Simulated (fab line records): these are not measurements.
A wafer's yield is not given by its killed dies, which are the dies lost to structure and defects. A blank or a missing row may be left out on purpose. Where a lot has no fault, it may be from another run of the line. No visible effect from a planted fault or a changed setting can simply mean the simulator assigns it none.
A lot that was struck, set against a sound lot | flow gf180mcu | 14 steps out of a route of 602
Sound: wafers L592.1, L592.4, L592.5. Struck: wafers L593.3, L593.4, L593.6. Last of all comes the cause.
Per side, at each step with rows, come the tool, then ch with its chambers, and then its first start. Under that, the readings that differ: sound wafers | struck wafers | difference of the means | sigmas: that difference in standard deviations of wafers without a fault.
alike: words and numbers the same on both sides, and readings whose means are apart by under 2 such deviations; not compared: readings that were withheld, readings missing a value for some wafer, numbers with overlapping values and no deviation given by the record, and bounds like >300 which may hide the same value.
Wherever a step has rows on one side only, a row that says differs or no value, or a row with sigmas, the two part there. Non-overlapping numbers with no deviation appear without sigmas and do not part them. Lack of a reading on every wafer of one side parts them only where that side has two or more wafers.

first, 4 steps without rows for these wafers: GF_V4_SOFTBAKE_10 (time 60 s); GF_V4_EXPOSE_11 (exposes mask Via4, target cd 260 nm); GF_V4_PEB_12 (peb time 90 s); GF_V4_DEVELOP_13 (develop time 60 s).
GF_V4_CD_MEAS_14: the cd target is 260 nm.
  sound on cd sem-02, day 25 02:52; struck on cd sem-01, day 25 18:37
  alike: cd nm
GF_V4_OVL_MEAS_15:
  sound on overlay-01, day 25 02:59; struck on overlay-02, day 25 18:43
  alike: V4_OVL
GF_V4_ETCH_16: etches BARC in N2/H2.
  sound on rie diel-03 ch 0,1,2, day 25 03:01; struck on rie diel-02 ch 0,2,3, day 25 18:44
  alike: drypump motor current A, n2 flow sccm, oes product au, throttle valve pct
GF_V4_ETCH_17: etches SiO2 in C4F8/O2/Ar, stops on TiN, target depth 630 nm.
  sound: rie diel-03 ch 0,1,2; struck: rie diel-02 ch 0,2,3
  alike: oes product au
GF_V4_STRIP_18: strips in O2/N2.
  sound on plasma asher-02 ch 1, day 25 03:09; struck on plasma asher-03 ch 0,1, day 25 18:53
  reading             | sound             | struck            | difference | sigmas
  n2 flow sccm (sccm) | 302.3 300.4 301.2 | 298.8 298.9 298.8 | -2.5       | -3
  alike: drypump motor current A, heater power w, oes product au
  not compared: rf hours counter h
then, 2 steps without rows for these wafers: GF_V4_STRIP_19 (strips in post etch residue remover, time 1200 s); GF_V4_CLEAN_20 (cleans in DIW).
GF_V4_SPUTTER_21: material Ti, target thk 15 nm, time 80.02 s.
  sound on pvd sputter-01, day 25 03:41; struck on pvd sputter-02, day 25 19:44
  alike: cathode dc power W, chamber pressure pa, throttle valve pct
GF_V4_SPUTTER_22: material TiN, target thk 10 nm, time 40 s.
  sound on pvd sputter-01, day 25 03:44; struck on pvd sputter-02, day 25 19:48
  no value came back on the struck wafers for cathode dc power W (W), chamber pressure pa (Pa), throttle valve pct (%); on the sound wafers cathode dc power W (W) reads 4001.2 4001.2 4000.7
GF_V4_CVD_23: deposits W, target thk 350 nm, time 104.9 s.
  sound on cvd w-02 ch 0,1, day 25 03:47; struck on cvd w-01 ch 0,1, day 25 19:52
  alike: chamber pressure Torr, heater power outer w, heater power w

== WHERE THEY PART ==
Last at GF_V4_SPUTTER_22 as far as this record goes, first at GF_V4_STRIP_18. Later steps at which nothing parts them and some readings are alike: GF_V4_CVD_23.

WHY: whatever the simulator had introduced
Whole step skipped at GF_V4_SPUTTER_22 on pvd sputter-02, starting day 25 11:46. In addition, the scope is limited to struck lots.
